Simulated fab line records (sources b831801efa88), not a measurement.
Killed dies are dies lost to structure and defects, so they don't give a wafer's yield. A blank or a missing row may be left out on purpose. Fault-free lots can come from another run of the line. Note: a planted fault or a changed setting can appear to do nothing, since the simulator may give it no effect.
A struck lot beside a sound one | flow sky130 | 16 out of 708 route steps
Sound: wafers L393.3, L393.4, L393.5. Struck: wafer L398.4. (L398.1 of the same lot was not struck and is left out.) The cause comes at the end.
For every step that has rows: the tool of each side, followed by ch and its chambers, followed by its first start. Under that, the readings that differ: sound wafers | struck wafers | difference of the means | sigmas: that difference in standard deviations of wafers without a fault.
alike: a reading whose means differ by less than 2 such deviations, as well as words and numbers matching on both sides. not compared: withheld readings; readings where some wafer has no value; bounds like >300 that might hide an equal value; numbers whose values overlap and for which the record gives no deviation.
A row with sigmas, a row that says differs or no value, or rows on one side alone: a step with any of these is where the two part. Non-overlapping numbers with no deviation appear without sigmas and do not part them. A reading that every wafer of one side lacks parts them only if that side has two wafers or more.

SKY_METAL5_SPUTTER_03: material Ti, target thk 5 nm, time 3.3 s.
  struck on pvd-sputter-04, day 46 07:02; sound on pvd-sputter-02, day 44 23:19
  alike: throttle-valve-pct
SKY_METAL5_SPUTTER_04: material TiN, target thk 70 nm, time 58.3 s.
  struck on pvd-sputter-04, day 46 07:04; sound on pvd-sputter-02, day 44 23:20
  alike: throttle-valve-pct
SKY_METAL5_RS_MEAS_05: the measuring method here is four-point-probe.
  struck on film-metro-03, day 46 07:07; sound on film-metro-01, day 44 23:25
  alike: METAL5_ALCU_RS
SKY_METAL5_THK_MEAS_06: measures by xrf.
  struck on film-metro-03, day 46 07:14; sound on film-metro-01, day 44 23:31
  alike: METAL5_ALCU_THK
then, 7 steps without rows for these wafers: SKY_METAL5_DEHYDRATE_07 (time 60 s); SKY_METAL5_HMDS_08 (prime time 60 s); SKY_METAL5_COAT_09 (resist thk 1800 nm); SKY_METAL5_SOFTBAKE_10 (time 60 s); SKY_METAL5_EXPOSE_11 (exposes mask MM5, target cd 1600 nm); SKY_METAL5_PEB_12; SKY_METAL5_DEVELOP_13 (develop time 60 s).
SKY_METAL5_DESCUM_14: chemistry O2, time 11 s.
  sound on rie-metal-01 ch 0,1, day 45 20:06; struck on rie-metal-01 ch 1, day 47 03:30
  alike: drypump-motor-current-A, oes-product-au, temp-c
  not compared: rf-hours-counter-h
SKY_METAL5_METAL_ETCH_15: etches the open film in Cl2/BCl3, stops on SiO2, target depth 1260 nm, time 252 s.
  sound on rie-metal-01 ch 0,1, day 45 20:12; struck on rie-metal-01 ch 1, day 47 03:32
  reading                                     | sound             | struck | difference | sigmas
  oes-product-au (a.u.)                       | 0.902 0.895 0.895 | 0.988  | +0.091     | +18
  run-length-s (s)                            | 280.8 280.2 280.0 | 256.4  | -23.9      | -27
  model.NOVOLAK_of_METAL5_COAT_09.thk-nm (nm) | 1030 1037 1032    | 1109   | +76        |
  model.METAL5.cd-nm (nm)                     | 1597 1601 1599    | 1611   | +12        |
  alike: drypump-motor-current-A, throttle-valve-pct
  not compared: rf-hours-counter-h
SKY_METAL5_STRIP_16: strips in O2/N2.
  sound on plasma-asher-03 ch 0,1, day 45 20:23; struck on plasma-asher-03 ch 1, day 47 03:46
  reading                      | sound             | struck | difference | sigmas
  strip-time-to-endpoint-s (s) | 13.00 13.09 13.04 | 13.91  | +0.87      | +7
  alike: drypump-motor-current-A, oes-product-au
  not compared: rf-hours-counter-h
then, 1 step without rows for these wafers: SKY_METAL5_STRIP_17 (strips in post etch residue remover, time 1200 s).
SKY_PAD_OPEN_PROBE_99:
  struck on prober-01, day 48 21:06; sound on prober-02, day 47 17:16
  reading                               | sound                | struck | difference | sigmas
  model.etest.met5.width-nm (nm)        | 1600 1601 1598       | 1608   | +8         |
  model.etest.met5-comb.leak-log10-a-um | -12.17 -12.02 -11.94 | -11.82 | +0.22      |

## WHERE THEY PART
Last at SKY_METAL5_STRIP_16 as far as this record goes, first at SKY_METAL5_METAL_ETCH_15.

WHY: the cause the simulator had injected
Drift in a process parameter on rie-metal-01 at SKY_METAL5_METAL_ETCH_15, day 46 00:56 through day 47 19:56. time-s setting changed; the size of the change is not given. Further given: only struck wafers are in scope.
